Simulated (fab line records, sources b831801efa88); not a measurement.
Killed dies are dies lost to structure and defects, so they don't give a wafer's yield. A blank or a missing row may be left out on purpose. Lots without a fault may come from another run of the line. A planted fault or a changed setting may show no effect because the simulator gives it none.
fab line records | flow sky130 | part 1 of 2: steps 1 to 27 of 36
record lots=5 wafers=15 last_day=50
route steps=708 shown METAL1@454 VIA1@458 METAL2@483
lots that met no fault: from a run of the same line without faults
start_h: hours from the record's first day to the start of the lot's first wafer shown | wait_h: hours since the lot's step before | " the same as in the row above | L1.1+2: a row that stands for several wafers | - no value, or no start given | * or withheld: withheld | < > ~ a bound
route shown NAME@n: a module of which the file shows steps, and the number in the route of the first | usual: mean/standard deviation of fault-free wafers | same: alike in all rows | chamber/n: place in a boat | sites: the reading at each site | _std_site: their standard deviation | _edge_site: outer sites' mean less inner sites' | radius_mm: how far each site lies from the wafer's centre | mask NAME#n: copy n | behind: the tool/chamber that last shaped the wafer | hold: why the lot was held/for how many hours/how that ended | device: the transistor (n, p or np) that didn't switch | end of line: the same wafers' tests at the end of the route | a step without rows: its recipe alone | killed: dies lost to structure and defects at the first sort, not the wafer's yield | map: a wafer's dies, x killed, . not, _ none there
set.NAME: the setting as run; set.NAME@STEP: as run at that earlier step | model.NAME: the simulator's own value behind a step, which no gauge read
lots at some steps of the route; a table a step, a row a wafer
services: from which hour (start_h, from the record's first day; less than 0 if before it) a tool's chamber was out of use, for how many hours, and why
## steps
# step SKY_METAL1_STRIP_20
# recipe chemistry=O2/N2 power_w=1400 pressure_mtorr=1500 platen_temp_c=withheld o2_flow_sccm=3000 n2_flow_sccm=300 overash_fraction=0.5
# usual drypump_motor_current_A=5.60/0.22 oes_product_au=0.342/0.0054 strip_time_to_endpoint_s=2.69/0.051
# columns lot.wafer tool chamber start_h wait_h drypump_motor_current_A oes_product_au rf_hours_counter_h strip_time_to_endpoint_s
L083.1 plasma_asher-04 0 856.26 0.1 5.70 0.344 75 2.72
L083.4 " 1 " " 5.29 0.349 - 2.75
L083.5 " 0 " " 5.70 0.349 - 2.72
L086.2 plasma_asher-03 1 876.87 0.1 5.87 0.346 42 2.67
L086.5 " 1 " " 5.86 0.342 - 2.66
L086.6 " 0 " " 5.37 0.327 - 2.62
L091.2 plasma_asher-02 1 904.99 0.1 5.71 0.334 13 2.60
L091.3 " 0 " " 5.90 0.343 - 2.73
L091.4 " 1 " " 5.73 0.348 - 2.64
L094.2 plasma_asher-04 1 914.82 0.1 5.33 0.346 81 2.74
L094.3 " 0 " " 5.69 0.345 - 2.74
L094.4 " 1 " " 5.29 0.345 - 2.72
L095.1 plasma_asher-04 1 935.30 0.1 5.32 0.337 83 2.72
L095.2 " 0 " " 5.70 0.337 83 2.74
L095.3 " 0 " " 5.70 0.336 - 2.72
# step SKY_METAL1_STRIP_21
# recipe chemistry=post_etch_residue_remover time_s=1200 temp_c=72.5
# columns lot.wafer tool chamber start_h wait_h
L083.1+4+5 wet_bench-01 2 856.36 0.1
L086.2+5+6 wet_bench-01 2 876.97 0.1
L091.2+3+4 wet_bench-01 0 905.09 0.1
L094.2+3+4 wet_bench-04 0 914.92 0.1
L095.1+2+3 wet_bench-04 2 935.40 0.1
# step SKY_METAL1_CLEAN_22
# recipe chemistry=IPA time_s=180 temp_c=25
# columns lot.wafer tool chamber start_h wait_h
L083.1+4+5 wet_bench-04 1 856.73 0.0
L086.2+5+6 wet_bench-02 3 877.31 0.0
L091.2+3+4 wet_bench-04 1 905.44 0.0
L094.2+3+4 wet_bench-02 2 915.26 0.0
L095.1+2+3 wet_bench-04 1 935.74 0.0
# step SKY_METAL1_CLEAN_23
# recipe chemistry=O3/DIW dry=n2_spin
# columns lot.wafer tool chamber start_h wait_h
L083.1+4+5 wet_bench-01 1 856.80 0.0
L086.2+5+6 wet_bench-01 2 877.38 0.0
L091.2+3+4 wet_bench-02 0 905.50 0.0
L094.2+3+4 wet_bench-04 0 915.32 0.0
L095.1+2+3 wet_bench-04 1 935.80 0.0
# step SKY_VIA1_HDPCVD_00
# recipe material=SiO2 target_thk_nm=1030 sigma_open_frac=0.3 time_s=171.7 temp_c=400 sih4_flow_sccm=60 pressure_mtorr=6
# columns lot.wafer tool chamber start_h wait_h
L083.1+4+5 hdpcvd-02 0,2,1 856.90 0.0
L086.2+5+6 hdpcvd-02 2,2,0 877.48 0.0
L091.2+3+4 hdpcvd-01 1,0,1 905.70 0.0
L094.2+3+4 hdpcvd-02 2,1,0 915.41 0.0
L095.1+2+3 hdpcvd-02 2,1,0 935.89 0.0
# step SKY_VIA1_THK_MEAS_01
# recipe reads=SiO2_of_VIA1_HDPCVD_00
# usual VIA1_HDPCVD_THK=1031/10
# columns lot.wafer tool chamber start_h wait_h VIA1_HDPCVD_THK[nm]
L083.1 film_metro-04 - 857.01 0.1 1049
L083.4 " - " " 1050
L083.5 " - " " 1031
L086.2 film_metro-03 - 877.60 0.1 1039
L086.5 " - " " 1036
L086.6 " - " " 1038
L091.2 film_metro-03 - 905.82 0.1 1029
L091.3 " - " " 1026
L091.4 " - " " 1020
L094.2 film_metro-02 - 915.53 0.1 1021
L094.3 " - " " 1015
L094.4 " - " " 1040
L095.1 film_metro-03 - 936.01 0.1 1020
L095.2 " - " " 1021
L095.3 " - " " 1028
# step SKY_VIA1_CMP_02
# recipe material=SiO2 down_force_psi=4 platen_rpm=60 pad_velocity_m_s=0.94248
# usual motor_current_A=12.5/1.3
# columns lot.wafer tool chamber start_h wait_h motor_current_A
L083.4 cmp-02 0 857.17 0.1 11.9
L083.1 " 1 " " 14.5
L083.5 " 3 " " 12.9
L086.2 cmp-02 1 877.75 0.1 13.1
L086.6 " 3 " " 13.1
L086.5 " 0 " " 12.5
L091.4 cmp-02 2 905.87 0.0 13.2
L091.2 " 0 " " 11.9
L091.3 " 1 " " 14.0
L094.2 cmp-02 1 915.58 0.0 13.5
L094.3 " 3 " " 13.5
L094.4 " 0 " " 12.1
L095.1 cmp-02 2 936.07 0.1 13.0
L095.3 " 3 " " 13.4
L095.2 " 0 " " 11.6
# step SKY_VIA1_BOW_MEAS_03
# recipe mode=bow
# usual VIA1_BOW=80/6.8
# columns lot.wafer tool chamber start_h wait_h VIA1_BOW[um]
L083.1 film_metro-03 - 857.37 0.1 79
L083.4 " - " " 90
L083.5 " - " " 89
L086.2 film_metro-04 - 877.97 0.2 82
L086.5 " - " " 89
L086.6 " - " " 72
L091.2 film_metro-04 - 906.19 0.2 80
L091.3 " - " " 86
L091.4 " - " " 88
L094.2 film_metro-04 - 915.90 0.3 80
L094.3 " - " " 88
L094.4 " - " " 76
L095.1 film_metro-03 - 936.37 0.2 80
L095.2 " - " " 68
L095.3 " - " " 80
# step SKY_VIA1_DEHYDRATE_04
# recipe temp_c=200 time_s=60
# usual resist_line_temp_C=23.02/0.097
# columns lot.wafer tool chamber start_h wait_h resist_line_temp_C
L083.1 litho_track-02 0 870.23 12.8 23.07
L083.4 " 0 " " 23.25
L083.5 " 0 " " 23.03
L086.2 litho_track-02 0 888.21 10.2 22.93
L086.5 " 0 " " 22.94
L086.6 " 0 " " 22.93
L091.2 litho_track-04 0 918.35 12.1 23.05
L091.3 " 0 " " 22.94
L091.4 " 0 " " 23.04
L094.2 litho_track-02 0 929.86 13.9 23.20
L094.3 " 0 " " 23.12
L094.4 " 0 " " 23.08
L095.1 litho_track-02 0 948.38 12.0 22.94
L095.2 " 0 " " 23.18
L095.3 " 0 " " 23.13
# step SKY_VIA1_HMDS_05
# recipe prime_time_s=60 prime_temp_c=120
# usual prime_temp_c=120.00/0.14 resist_line_temp_C=23.01/0.11
# columns lot.wafer tool chamber start_h wait_h prime_temp_c resist_line_temp_C
L083.1 litho_track-02 0 870.38 0.1 120.00 22.87
L083.4 " 0 " " 119.84 23.15
L083.5 " 0 " " 119.92 22.98
L086.2 litho_track-02 0 888.36 0.1 119.93 22.97
L086.5 " 0 " " 120.01 22.87
L086.6 " 0 " " 119.82 22.90
L091.2 litho_track-04 0 918.50 0.1 120.09 23.03
L091.3 " 0 " " 119.86 23.00
L091.4 " 0 " " 119.93 22.99
L094.2 litho_track-02 0 930.01 0.1 119.96 22.95
L094.3 " 0 " " 119.96 22.92
L094.4 " 0 " " 120.08 23.01
L095.1 litho_track-02 0 948.53 0.1 119.96 23.09
L095.2 " 0 " " 120.06 23.06
L095.3 " 0 " " 120.02 23.02
# step SKY_VIA1_COAT_06
# recipe resist=BARC temp_c=withheld time_s=withheld spin_rpm=3000 resist_thk_nm=60
# usual dispense_pressure_kPa=46.3/1.7 resist_line_temp_C=*
# columns lot.wafer tool chamber start_h wait_h dispense_pressure_kPa resist_line_temp_C
L083.1 litho_track-02 0 870.53 0.1 45.8 *
L083.4 " 0 " " 45.8 *
L083.5 " 0 " " 45.8 *
L086.2 litho_track-02 0 888.51 0.1 45.8 *
L086.5 " 0 " " 45.8 *
L086.6 " 0 " " 45.8 *
L091.2 litho_track-04 0 918.65 0.1 49.3 *
L091.3 " 0 " " 49.3 *
L091.4 " 0 " " 49.3 *
L094.2 litho_track-02 0 930.16 0.1 45.8 *
L094.3 " 0 " " 45.8 *
L094.4 " 0 " " 45.8 *
L095.1 litho_track-02 0 948.68 0.1 45.8 *
L095.2 " 0 " " 45.8 *
L095.3 " 0 " " 45.8 *
# step SKY_VIA1_COAT_07
# recipe resist=KrF-thick spin_rpm=3000 resist_thk_nm=450
# usual dispense_pressure_kPa=46.3/1.7 resist_line_temp_C=22.99/0.12
# columns lot.wafer tool chamber start_h wait_h dispense_pressure_kPa resist_line_temp_C
L083.1 litho_track-02 0 - - 45.8 22.82
L083.4 " 0 " " 45.8 22.85
L083.5 " 0 " " 45.8 22.97
L086.2 litho_track-02 0 - - 45.8 23.01
L086.5 " 0 " " 45.7 23.10
L086.6 " 0 " " 45.8 22.97
L091.2 litho_track-04 0 - - 49.3 22.95
L091.3 " 0 " " 49.3 22.95
L091.4 " 0 " " 49.3 22.98
L094.2 litho_track-02 0 - - 45.8 23.01
L094.3 " 0 " " 45.8 23.06
L094.4 " 0 " " 45.8 23.11
L095.1 litho_track-02 0 - - 45.8 23.16
L095.2 " 0 " " 45.7 23.31
L095.3 " 0 " " 45.8 23.10
# step SKY_VIA1_SOFTBAKE_08
# recipe temp_c=100 time_s=90 resist=KrF-thick
# usual resist_line_temp_C=23.01/0.097
# columns lot.wafer tool chamber start_h wait_h resist_line_temp_C
L083.1 litho_track-02 0 - - 22.90
L083.4 " 0 " " 22.96
L083.5 " 0 " " 23.01
L086.2 litho_track-02 0 - - 23.11
L086.5 " 0 " " 23.18
L086.6 " 0 " " 23.18
L091.2 litho_track-04 0 - - 22.85
L091.3 " 0 " " 22.78
L091.4 " 0 " " 23.00
L094.2 litho_track-02 0 - - 23.02
L094.3 " 0 " " 22.98
L094.4 " 0 " " 23.17
L095.1 litho_track-02 0 - - 22.90
L095.2 " 0 " " 22.91
L095.3 " 0 " " 22.90
# step SKY_VIA1_EXPOSE_09
# recipe mask_id=VIM na=0.8 source_shape=annular sigma_inner=0.55 sigma_outer=0.85 target_cd_nm=150 dose_mj=38
# usual reticle_temp_C=23.03/0.095
# same sigma_inner=0.55
# columns lot.wafer tool chamber start_h wait_h mask reticle_temp_C
L083.1 krf_scanner-01 0 - - VIM#0 23.04
L083.4 " 0 " " VIM#0 22.97
L083.5 " 0 " " VIM#0 23.04
L086.2 krf_scanner-01 0 - - VIM#0 22.93
L086.5 " 0 " " VIM#0 23.03
L086.6 " 0 " " VIM#0 23.08
L091.2 krf_scanner-01 0 - - VIM#0 23.10
L091.3 " 0 " " VIM#0 23.14
L091.4 " 0 " " VIM#0 22.94
L094.2 krf_scanner-01 0 - - VIM#0 23.09
L094.3 " 0 " " VIM#0 23.18
L094.4 " 0 " " VIM#0 23.21
L095.1 krf_scanner-01 0 - - VIM#0 23.04
L095.2 " 0 " " VIM#0 22.96
L095.3 " 0 " " VIM#0 23.10
# step SKY_VIA1_PEB_10
# recipe peb_temp_c=withheld peb_time_s=withheld resist=KrF-thick
# usual resist_line_temp_C=*
# columns lot.wafer tool chamber start_h wait_h resist_line_temp_C
L083.1 litho_track-02 0 - - *
L083.4 " 0 " " *
L083.5 " 0 " " *
L086.2 litho_track-02 0 - - *
L086.5 " 0 " " *
L086.6 " 0 " " *
L091.2 litho_track-02 0 - - *
L091.3 " 0 " " *
L091.4 " 0 " " *
L094.2 litho_track-02 0 - - *
L094.3 " 0 " " *
L094.4 " 0 " " *
L095.1 litho_track-04 0 - - *
L095.2 " 0 " " *
L095.3 " 0 " " *
# step SKY_VIA1_DEVELOP_11
# recipe develop_time_s=60 resist=KrF-thick dev_temp_c=21
# usual resist_line_temp_C=23.03/0.11
# columns lot.wafer tool chamber start_h wait_h resist_line_temp_C
L083.1 litho_track-02 0 - - 23.12
L083.4 " 0 " " 23.11
L083.5 " 0 " " 23.03
L086.2 litho_track-02 0 - - 23.09
L086.5 " 0 " " 23.21
L086.6 " 0 " " 23.08
L091.2 litho_track-02 0 - - 23.03
L091.3 " 0 " " 23.17
L091.4 " 0 " " 23.23
L094.2 litho_track-02 0 - - 23.10
L094.3 " 0 " " 23.16
L094.4 " 0 " " 23.14
L095.1 litho_track-04 0 - - 23.04
L095.2 " 0 " " 23.17
L095.3 " 0 " " 23.02
# step SKY_VIA1_CD_MEAS_12
# recipe target_cd_nm=150
# usual cd_nm=150.0/1.9
# columns lot.wafer tool chamber start_h wait_h cd_nm
L083.1 cd_sem-01 - 882.43 - 150.4
L083.4 " - " " 148.1
L083.5 " - " " 147.5
L086.2 cd_sem-01 - 902.80 - 148.9
L086.5 " - " " 149.2
L086.6 " - " " 148.7
L091.2 cd_sem-01 - 932.60 - 153.2
L091.3 " - " " 151.5
L091.4 " - " " 151.9
L094.2 cd_sem-01 - 941.85 - 148.6
L094.3 " - " " 147.6
L094.4 " - " " 148.9
L095.1 cd_sem-01 - 960.67 - 148.0
L095.2 " - " " 149.2
L095.3 " - " " 147.3
# step SKY_VIA1_OVL_MEAS_13
# usual VIA1_OVL=3/5
# columns lot.wafer tool chamber start_h wait_h VIA1_OVL[nm]
L083.1 overlay-02 - 882.55 0.1 1
L083.4 " - " " -3
L083.5 " - " " 7
L086.2 overlay-02 - 902.91 0.1 6
L086.5 " - " " 5
L086.6 " - " " 2
L091.2 overlay-02 - 932.71 0.1 11
L091.3 " - " " 7
L091.4 " - " " 9
L094.2 overlay-01 - 941.96 0.1 -2
L094.3 " - " " -3
L094.4 " - " " 2
L095.1 overlay-02 - 960.79 0.1 -3
L095.2 " - " " -2
L095.3 " - " " 2
# step SKY_VIA1_ETCH_14
# recipe chemistry=N2/H2 target=BARC ion_energy_ev=200 source_w=500 bias_w=100 pressure_mtorr=30 n2_flow_sccm=100 h2_flow_sccm=200 stop_on=SiO2 time_s=45.9 target_depth_a=600
# usual drypump_motor_current_A=5.6/0.44 oes_product_au=0.855/0.0049 throttle_valve_pct=13.225/0.0093
# columns lot.wafer tool chamber start_h wait_h drypump_motor_current_A oes_product_au rf_hours_counter_h throttle_valve_pct
L083.1 rie_diel-01 0 882.59 0.0 5.0 0.854 13 13.216
L083.4 " 2 " " 5.6 0.862 7 13.223
L083.5 " 3 " " 5.9 0.844 - 13.221
L086.2 rie_diel-03 0 902.94 0.0 6.3 0.853 22 13.205
L086.5 " 0 " " 6.3 0.850 - 13.211
L086.6 " 3 " " 5.2 0.862 - 13.233
L091.2 rie_diel-03 0 932.74 0.0 6.3 0.855 24 13.221
L091.3 " 1 " " 5.4 0.852 11 13.232
L091.4 " 3 " " 5.2 0.849 3 13.234
L094.2 rie_diel-01 3 941.99 0.0 6.0 0.854 10 13.227
L094.3 " 2 " " 5.6 0.856 9 13.227
L094.4 " 1 " " 5.6 0.844 7 13.227
L095.1 rie_diel-01 3 960.83 0.0 6.0 0.851 10 13.226
L095.2 " 1 " " 5.6 0.850 7 13.224
L095.3 " 2 " " 5.7 0.849 9 13.224
# step SKY_VIA1_ETCH_15
# recipe target=SiO2 chemistry=C4F8/O2/Ar target_depth_nm=351 stop_on=TiN mask_material=KrF-thick source_w=1500 bias_w=1200 pressure_mtorr=40 c4f8_flow_sccm=withheld O2_flow_sccm=6 Ar_flow_sccm=300 time_s=54
# usual oes_product_au=0.982/0.0056
# columns lot.wafer tool chamber start_h wait_h oes_product_au rf_hours_counter_h
L083.1 rie_diel-01 0 882.63 0.0 0.990 13
L083.4 " 2 " " 0.985 7
L083.5 " 3 " " 0.974 -
L086.2 rie_diel-03 0 902.98 0.0 0.982 22
L086.5 " 0 " " 0.985 -
L086.6 " 3 " " 0.983 -
L091.2 rie_diel-03 0 932.78 0.0 0.986 24
L091.3 " 1 " " 0.987 11
L091.4 " 3 " " 0.981 3
L094.2 rie_diel-01 3 942.03 0.0 0.975 10
L094.3 " 2 " " 0.984 9
L094.4 " 1 " " 0.986 7
L095.1 rie_diel-01 3 960.87 0.0 0.982 10
L095.2 " 1 " " 0.977 7
L095.3 " 2 " " 0.976 9
# step SKY_VIA1_STRIP_16
# recipe chemistry=O2/N2 power_w=1400 pressure_mtorr=1500 platen_temp_c=withheld o2_flow_sccm=3000 n2_flow_sccm=300 overash_fraction=0.5
# usual drypump_motor_current_A=5.67/0.3 oes_product_au=0.415/0.0046 strip_time_to_endpoint_s=4.452/0.022
# columns lot.wafer tool chamber start_h wait_h drypump_motor_current_A oes_product_au rf_hours_counter_h strip_time_to_endpoint_s
L083.1 plasma_asher-01 1 882.68 0.0 5.79 0.416 106 4.451
L083.4 " 1 " " 5.80 0.413 - 4.454
L083.5 " 0 " " 6.31 0.411 - 4.497
L086.2 plasma_asher-03 0 903.03 0.0 5.41 0.421 45 4.456
L086.5 " 0 " " 5.36 0.406 - 4.429
L086.6 " 1 " " 5.88 0.409 - 4.443
L091.2 plasma_asher-04 1 932.83 0.0 5.32 0.412 83 4.402
L091.3 " 0 " " 5.71 0.417 - 4.421
L091.4 " 1 " " 5.34 0.417 - 4.451
L094.2 plasma_asher-01 0 942.08 0.0 6.30 0.416 111 4.487
L094.3 " 0 " " 6.29 0.409 - 4.457
L094.4 " 1 " " 5.80 0.408 - 4.446
L095.1 plasma_asher-04 0 960.92 0.0 5.71 0.415 86 4.485
L095.2 " 1 " " 5.28 0.409 86 4.452
L095.3 " 0 " " 5.69 0.404 - 4.464
# step SKY_VIA1_STRIP_17
# recipe chemistry=post_etch_residue_remover time_s=1200 temp_c=72.5
# columns lot.wafer tool chamber start_h wait_h
L083.1+4+5 wet_bench-04 0 882.82 0.1
L086.2+5+6 wet_bench-03 2 903.13 0.1
L091.2+3+4 wet_bench-01 0 932.93 0.1
L094.2+3+4 wet_bench-04 2 942.18 0.1
L095.1+2+3 wet_bench-04 1 961.02 0.1
# step SKY_VIA1_CLEAN_18
# recipe chemistry=IPA time_s=180 temp_c=25
# columns lot.wafer tool chamber start_h wait_h
L083.1+4+5 wet_bench-04 2 883.19 0.0
L086.2+5+6 wet_bench-03 2 903.47 0.0
L091.2+3+4 wet_bench-04 1 933.27 0.0
L094.2+3+4 wet_bench-01 2 942.52 0.0
L095.1+2+3 wet_bench-03 3 961.36 0.0
# step SKY_VIA1_CLEAN_19
# recipe chemistry=O3/DIW dry=n2_spin
# columns lot.wafer tool chamber start_h wait_h
L083.1+4+5 wet_bench-01 3 883.32 0.1
L086.2+5+6 wet_bench-01 3 903.53 0.0
L091.2+3+4 wet_bench-03 3 933.33 0.0
L094.2+3+4 wet_bench-04 1 942.58 0.0
L095.1+2+3 wet_bench-03 2 961.42 0.0
# step SKY_VIA1_SPUTTER_20
# recipe material=TiN target_thk_nm=20 chamber_pressure_pa=5 power_w=4000 time_s=80
# usual throttle_valve_pct=30.2/1.3
# columns lot.wafer tool chamber start_h wait_h throttle_valve_pct
L083.1 pvd_sputter-04 - 883.41 0.0 31.0
L083.4 " - " " 29.0
L083.5 " - " " 29.1
L086.2 pvd_sputter-02 - 903.62 0.0 30.9
L086.5 " - " " 31.9
L086.6 " - " " 28.8
L091.2 pvd_sputter-02 - 933.43 0.0 30.9
L091.3 " - " " 30.5
L091.4 " - " " 32.0
L094.2 pvd_sputter-02 - 942.67 0.0 32.0
L094.3 " - " " 28.8
L094.4 " - " " 30.4
L095.1 pvd_sputter-01 - 961.51 0.0 29.8
L095.2 " - " " 30.2
L095.3 " - " " 28.3
# step SKY_VIA1_CVD_21
# recipe material=W target_thk_nm=270 time_s=80.902 temp_c=400 pressure_torr=40
# usual chamber_pressure_Torr=40.01/0.097 heater_power_w=811/41
# columns lot.wafer tool chamber start_h wait_h chamber_pressure_Torr heater_power_w
L083.1 cvd_w-01 1 883.47 0.0 39.94 840
L083.4 " 1 " " 40.04 855
L083.5 " 1 " " 39.90 849
L086.2 cvd_w-01 0 903.68 0.0 39.95 776
L086.5 " 0 " " 39.89 758
L086.6 " 1 " " 40.06 869
L091.2 cvd_w-02 1 933.49 0.0 40.04 719
L091.3 " 1 " " 40.08 741
L091.4 " 0 " " 39.82 814
L094.2 cvd_w-01 1 942.74 0.0 39.97 857
L094.3 " 0 " " 40.01 759
L094.4 " 1 " " 39.90 857
L095.1 cvd_w-01 0 961.57 0.0 40.01 761
L095.2 " 1 " " 39.94 839
L095.3 " 1 " " 39.99 851
# step SKY_VIA1_RS_MEAS_22
# recipe thk_meas_gauge=four-point-probe reads=W_of_VIA1_CVD_21+TiN_of_VIA1_SPUTTER_20
# usual VIA1_W_RS=0.426/0.0051
# columns lot.wafer tool chamber start_h wait_h VIA1_W_RS[ohm/sq]
L083.1 film_metro-03 - 883.56 0.1 0.425
L083.4 " - " " 0.428
L083.5 " - " " 0.425
L086.2 film_metro-02 - 903.79 0.1 0.431
L086.5 " - " " 0.433
L086.6 " - " " 0.426
L091.2 film_metro-04 - 933.60 0.1 0.427
L091.3 " - " " 0.424
L091.4 " - " " 0.419
L094.2 film_metro-04 - 942.85 0.1 0.429
L094.3 " - " " 0.429
L094.4 " - " " 0.425
L095.1 film_metro-03 - 961.66 0.1 0.432
L095.2 " - " " 0.428
L095.3 " - " " 0.427
